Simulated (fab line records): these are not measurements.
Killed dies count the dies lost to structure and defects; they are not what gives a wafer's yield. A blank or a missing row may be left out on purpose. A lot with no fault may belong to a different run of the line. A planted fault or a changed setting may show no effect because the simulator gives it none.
fab line records	flow gf180mcu	part 2 of 2: steps 27 to 36 of 36
record: lots: 5	wafers: 15	lastDay: 34
route steps=602 shown MIM@506 M5@526 V5@540
lots that met no fault: from a run of the same line without faults
startH: hours from the record's opening day to when the first of the lot's shown wafers began	waitH: hours elapsed since this lot's preceding step	" unchanged from the row above	L1.1+2: one row covering several wafers at once	- no value present, or no start provided	* or withheld: withheld	< > ~ a bound
route shown NAME@n: NAME is a module with steps in the file, n the number in the route of the first one	usual: mean/standard deviation taken from wafers without a fault	same: alike in all rows	chamber/n: place in a boat	sites: per-site readings	_std_site: the values' standard deviation	_edge_site: the outer-site mean with the inner-site mean subtracted	radiusMm: for every site, how far away it sits from the centre of the wafer	mask NAME#n: copy n	behind: the most recent tool/chamber to have shaped the wafer	hold: cause of the lot's hold/its duration in hours/its outcome	device: which transistor (n, p or np) failed to switch	end of line: the same wafers' tests at the end of the route	where a step has no rows: the recipe by itself	killed: dies lost to structure and defects at the first sort, not the wafer's yield	map: shows each die of a wafer: x if killed, . if not, _ if none is there
set.NAME: setting as actually run; set.NAME@STEP: the setting as run at that earlier step	model.NAME: the simulator's own value behind a step, which no gauge read
lots at some steps of the route; a table a step, a row a wafer
services: from which hour (startH, from the record's first day; less than 0 if before it) a tool's chamber was out of use, for how many hours, and why
== steps ==
step: GF_M5_DEVELOP_06
recipe: developTimeS: 60	devTempC: 21
usual: exhaustPa: 45.0/0.88
lot.wafer	tool	chamber	startH	waitH	exhaustPa
L079.1	lithoTrack-04	0	641.44	0.2	44.6
L079.5	"	0	"	"	45.4
L079.6	"	0	"	"	45.9
L081.1	lithoTrack-03	0	663.72	0.2	44.7
L081.3	"	0	"	"	45.6
L081.5	"	0	"	"	45.5
L083.1	lithoTrack-03	0	677.87	0.2	46.2
L083.3	"	0	"	"	46.7
L083.5	"	0	"	"	45.4
L088.2	lithoTrack-04	0	708.16	0.2	43.0
L088.3	"	0	"	"	44.6
L088.5	"	0	"	"	43.8
L096.3	lithoTrack-01	0	760.50	0.1	45.0
L096.4	"	0	"	"	45.9
L096.5	"	0	"	"	44.6
step: GF_M5_CD_MEAS_07
recipe: targetCdNm: 280
usual: cdNm: 280.0/1.2
lot.wafer	tool	chamber	startH	waitH	cdNm
L079.1	cdSem-01	-	641.59	0.1	279.5
L079.5	"	-	"	"	280.1
L079.6	"	-	"	"	280.4
L081.1	cdSem-02	-	663.87	0.1	277.6
L081.3	"	-	"	"	279.9
L081.5	"	-	"	"	278.8
L083.1	cdSem-02	-	678.02	0.1	279.0
L083.3	"	-	"	"	279.7
L083.5	"	-	"	"	278.2
L088.2	cdSem-02	-	708.31	0.1	280.9
L088.3	"	-	"	"	280.1
L088.5	"	-	"	"	280.8
L096.3	cdSem-01	-	760.64	0.1	280.4
L096.4	"	-	"	"	280.3
L096.5	"	-	"	"	280.6
step: GF_M5_OVL_MEAS_08
usual: M5_OVL: 0/5.9
lot.wafer	tool	chamber	startH	waitH	M5_OVL[nm]
L079.1	overlay-01	-	641.71	0.1	-12
L079.5	"	-	"	"	-6
L079.6	"	-	"	"	-3
L081.1	overlay-02	-	663.99	0.1	-3
L081.3	"	-	"	"	0
L081.5	"	-	"	"	-7
L083.1	overlay-01	-	678.14	0.1	-3
L083.3	"	-	"	"	1
L083.5	"	-	"	"	-3
L088.2	overlay-01	-	708.41	0.1	0
L088.3	"	-	"	"	1
L088.5	"	-	"	"	3
L096.3	overlay-02	-	760.73	0.1	1
L096.4	"	-	"	"	11
L096.5	"	-	"	"	0
step: GF_M5_ETCH_09
recipe: chemistry: CF4/O2	target: Si3N4	targetDepthNm: 52	sourceW: 800	biasW: 150	pressureMtorr: 150	cf4FlowSccm: 80	O2_flow_sccm: 10	timeS: 11.6
usual: drypumpMotorCurrentA: 5.6/0.55	oesProductAu: 1.003/0.011	throttleValvePct: 5.971/0.01
lot.wafer	tool	chamber	startH	waitH	drypumpMotorCurrentA	oesProductAu	rfHoursCounterH	throttleValvePct
L079.1	rieDiel-04	3	641.74	0.0	5.5	1.010	18	5.971
L079.5	"	3	"	"	5.4	0.994	-	5.975
L079.6	"	0	"	"	4.9	0.991	-	5.940
L081.1	rieDiel-02	2	664.03	0.0	6.6	1.022	16	5.977
L081.3	"	0	"	"	6.0	1.012	6	5.980
L081.5	"	0	"	"	6.0	1.003	-	5.974
L083.1	rieDiel-04	3	678.18	0.0	5.5	0.996	20	5.979
L083.3	"	2	"	"	5.8	1.010	34	5.964
L083.5	"	3	"	"	5.4	0.996	-	5.960
L088.2	rieDiel-03	3	708.44	0.0	6.0	1.026	20	5.994
L088.3	"	0	"	"	5.1	0.991	1	5.960
L088.5	"	0	"	"	5.1	0.982	-	5.992
L096.3	rieDiel-02	2	760.75	0.0	6.6	1.002	20	5.987
L096.4	"	1	"	"	5.9	0.995	18	5.959
L096.5	"	2	"	"	6.6	1.015	-	5.973
step: GF_M5_METAL_ETCH_10
recipe: chemistry: Cl2/BCl3	maskMaterial: KrF	targetDepthNm: 750.8	stopOn: SiO2	pressureMtorr: 8	icpW: 800	biasW: 140	Cl2_flow_sccm: 80	bcl3FlowSccm: 40	timeS: 125.1
usual: drypumpMotorCurrentA: 5.6/0.34	oesProductAu: 0.990/0.006	throttleValvePct: 28.230/0.01
lot.wafer	tool	chamber	startH	waitH	drypumpMotorCurrentA	oesProductAu	rfHoursCounterH	throttleValvePct
L079.1	rieMetal-04	0	641.77	0.0	6.2	0.999	8	28.231
L079.5	"	0	"	"	6.3	0.991	-	28.221
L079.6	"	1	"	"	5.4	1.000	-	28.232
L081.1	rieMetal-01	1	664.05	0.0	5.4	0.991	3	28.248
L081.3	"	1	"	"	5.5	0.990	-	28.238
L081.5	"	1	"	"	5.5	0.995	-	28.244
L083.1	rieMetal-04	0	678.20	0.0	6.3	0.997	10	28.217
L083.3	"	0	"	"	6.3	0.993	-	28.237
L083.5	"	0	"	"	6.3	0.997	-	28.219
L088.2	rieMetal-01	1	708.46	0.0	5.5	0.985	5	28.239
L088.3	"	0	"	"	5.5	0.979	-	28.226
L088.5	"	1	"	"	5.5	0.996	-	28.222
L096.3	rieMetal-01	0	760.83	0.1	5.5	0.982	-	28.238
L096.4	"	1	"	"	5.5	0.989	-	28.229
L096.5	"	0	"	"	5.5	0.988	-	28.253
step: GF_M5_STRIP_11
recipe: chemistry: O2/N2	powerW: 1400	pressureMtorr: 1500	platenTempC: 250	o2FlowSccm: 3000	n2FlowSccm: 300	overashFraction: 0.5
usual: drypumpMotorCurrentA: 5.5/0.56	heaterPowerW: 319/25	oesProductAu: 0.524/0.0054	stripTimeToEndpointS: 7.05/0.055
lot.wafer	tool	chamber	startH	waitH	drypumpMotorCurrentA	heaterPowerW	oesProductAu	rfHoursCounterH	stripTimeToEndpointS
L079.1	plasmaAsher-04	0	641.89	0.1	5.0	364	0.522	21	6.99
L079.5	"	1	"	"	5.1	293	0.520	-	7.00
L079.6	"	0	"	"	5.0	354	0.522	-	6.99
L081.1	plasmaAsher-01	0	664.18	0.1	6.6	314	0.534	104	7.14
L081.3	"	0	"	"	6.6	310	0.518	-	7.10
L081.5	"	0	"	"	6.6	302	0.524	-	7.13
L083.1	plasmaAsher-01	0	678.33	0.1	6.5	308	0.519	105	7.00
L083.3	"	1	"	"	5.3	330	0.523	-	7.01
L083.5	"	1	"	"	5.3	336	0.525	-	7.02
L088.2	plasmaAsher-03	1	708.59	0.1	5.5	305	0.536	97	7.14
L088.3	"	0	"	"	5.5	286	0.530	-	7.13
L088.5	"	0	"	"	5.5	296	0.527	-	7.12
L096.3	plasmaAsher-04	1	760.98	0.1	5.1	289	0.521	-	7.10
L096.4	"	0	"	"	5.0	358	0.534	-	7.08
L096.5	"	0	"	"	4.9	358	0.534	-	7.10
step: GF_M5_STRIP_12
recipe: chemistry: postEtchResidueRemover	timeS: 1200	tempC: 72.5
usual: tempC: 72.52/0.11
lot.wafer	tool	chamber	startH	waitH	tempC
L079.1	wetBench-04	3	641.99	0.1	72.47
L079.5	"	3	"	"	72.40
L079.6	"	3	"	"	72.49
L081.1	wetBench-04	2	664.28	0.1	72.74
L081.3	"	2	"	"	72.52
L081.5	"	2	"	"	72.61
L083.1	wetBench-01	0	678.43	0.1	72.43
L083.3	"	0	"	"	72.40
L083.5	"	0	"	"	72.38
L088.2	wetBench-04	2	708.69	0.1	72.41
L088.3	"	2	"	"	72.88
L088.5	"	2	"	"	72.55
L096.3	wetBench-04	1	761.05	0.0	72.40
L096.4	"	1	"	"	72.61
L096.5	"	1	"	"	72.64
step: GF_M5_CLEAN_13
recipe: chemistry: DIW	dry: n2Spin
lot.wafer	tool	chamber	startH	waitH
L079.1+5+6	wetBench-01	1	642.37	0.0
L081.1+3+5	wetBench-02	0	664.62	0.0
L083.1+3+5	wetBench-04	1	678.80	0.0
L088.2+3+5	wetBench-01	0	709.38	0.0
L096.3+4+5	wetBench-01	1	761.39	0.0
step: GF_V5_CVD_00
recipe: material: SiO2	targetThkNm: 300	sigmaOpenFrac: 0.3	tempC: 400	timeS: 50	sih4FlowSccm: 60	pressureMtorr: 6
lot.wafer	tool	chamber	startH	waitH
L079.1+5+6	hdpcvd-01	0,1,0	642.46	0.0
L081.1+3+5	hdpcvd-02	2,0,0	664.71	0.0
L083.1+3+5	hdpcvd-02	1,2,2	678.90	0.0
L088.2+3+5	hdpcvd-02	1,0,2	709.48	0.0
L096.3+4+5	hdpcvd-02	2,0,2	761.48	0.0
step: GF_V5_THK_MEAS_01
recipe: reads: SiO2_of_V5_CVD_00
usual: V5_CVD_00_THK: 300/3
lot.wafer	tool	chamber	startH	waitH	V5_CVD_00_THK[nm]
L079.1	filmMetro-02	-	642.50	0.0	298
L079.5	"	-	"	"	298
L079.6	"	-	"	"	298
L081.1	filmMetro-03	-	664.76	0.0	298
L081.3	"	-	"	"	303
L081.5	"	-	"	"	306
L083.1	filmMetro-03	-	678.95	0.0	298
L083.3	"	-	"	"	303
L083.5	"	-	"	"	305
L088.2	filmMetro-03	-	709.53	0.0	300
L088.3	"	-	"	"	300
L088.5	"	-	"	"	299
L096.3	filmMetro-02	-	761.55	0.0	301
L096.4	"	-	"	"	303
L096.5	"	-	"	"	301
== services ==
tool	chamber	startH	hours	kind
krfScanner-01	-	577.36	0.8	pm
pecvd-03	2	580.86	4.1	repair
rieDiel-02	-	583.27	1.9	repair
plasmaAsher-01	-	586.25	1.7	repair
krfScanner-02	-	592.19	0.2	repair
plasmaAsher-04	-	592.84	0.4	repair
pecvd-03	2	592.98	12.9	repair
rieDiel-02	1	596.08	36.2	repair
pecvd-03	0	604.92	9.4	repair
rieDiel-02	3	614.01	1.4	repair
ilineStepper-01	-	615.26	4.0	repair
hdpcvd-02	-	618.06	6.0	pm
pvdSputter-04	-	624.07	1.3	repair
hdpcvd-02	2	629.74	6.4	repair
plasmaAsher-03	-	636.36	0.9	repair
pvdSputter-02	-	651.18	3.3	repair
krfScanner-02	-	655.60	0.8	pm
krfScanner-02	-	670.90	1.3	pm
plasmaAsher-04	-	686.26	1.4	repair
krfScanner-02	-	702.91	4.0	pm
plasmaAsher-04	-	720.33	2.8	pm
krfScanner-02	-	720.43	1.0	pm
plasmaAsher-04	-	742.84	2.3	repair
wetBench-02	-	748.22	3.8	repair
